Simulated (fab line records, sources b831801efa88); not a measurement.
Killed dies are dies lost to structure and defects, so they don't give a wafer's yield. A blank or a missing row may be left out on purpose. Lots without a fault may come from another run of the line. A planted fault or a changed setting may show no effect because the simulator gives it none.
One fault seen from 2 desks | flow gf180mcu | each desk has only its own numbers; what lay behind them comes last

THE TOOL OWNER'S DESK: rie_diel-02
The tool's own readings at GF_M5_ETCH_09 (etches Si3N4 in CF4/O2, target depth 52 nm, time 11.6 s): means of the sampled wafers that have a number, for each lot that ran on this tool. A lot is out of limits, marked OUT, if its mean lies more than 4 standard deviations from the usual mean; the brackets give that distance.
Columns: A = drypump_motor_current_A at GF_M5_ETCH_09, usual 5.5 A; B = oes_product_au at GF_M5_ETCH_09, usual 1.001 a.u.; C = rf_fwd_power_W at GF_M5_ETCH_09, usual 785 W; D = throttle_valve_pct at GF_M5_ETCH_09, usual 5.972 %
lot  | first seen here | A   | B                | C             | D
L725 | day 27 08:04    | 5.9 | 0.999            | 784           | 5.967
L726 | day 27 17:01    | 6.1 | 1.001            | 784           | 5.974
L729 | day 28 16:55    | 5.7 | 1.058 (+4.4) OUT | 871 (+23) OUT | 5.995
L738 | day 31 08:12    | 5.7 | 0.992            | 783           | 5.962
This desk's finding: out of limits on L729; first on L729, day 28 16:55 (oes_product_au at GF_M5_ETCH_09). In limits: L725, L726, L738.

THE METROLOGY DESK
What the gauges read, lot by lot, whatever tool the lot ran on: means of the sampled wafers that have a number. A lot is out of limits, marked OUT, if its mean lies more than 4 standard deviations from the usual mean; the brackets give that distance.
Columns: A = cd_nm at GF_V3_CD_MEAS_14, usual 260.2 nm
lot  | first seen here | A
L722 | day 22 13:43    | 260.1
L723 | day 22 19:56    | 260.4
L724 | day 23 02:43    | 257.5
L725 | day 23 12:55    | 262.6
L726 | day 24 00:11    | 259.8
L727 | day 24 09:34    | 258.7
L729 | day 25 01:24    | 260.8
L733 | day 26 04:24    | 260.7
L738 | day 28 00:06    | 259.3
L740 | day 28 08:46    | 259.6
L741 | day 28 17:19    | 262.2
L744 | day 29 13:31    | 258.9
L745 | day 29 15:49    | 259.4
This desk's finding: nothing out of limits on any of the 13 lots.

PUT TOGETHER
The tool owner's desk could have raised an alarm at day 28 16:55, on L729.
The metrology desk saw nothing out of limits.
The metrology desk has L729 on record, within its limits.
Of the lots named, all ran GF_M5_ETCH_09 on rie_diel-02.

WHAT THE SIMULATOR HAD PUT IN
Process parameter drift: rie_diel-02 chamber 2, from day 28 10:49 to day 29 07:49, at GF_M5_ETCH_09. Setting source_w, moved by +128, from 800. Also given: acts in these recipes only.
Lots struck among those shown: L729.
Hours from the fault's start to each desk's first reading out of limits: the tool owner's desk, 6.
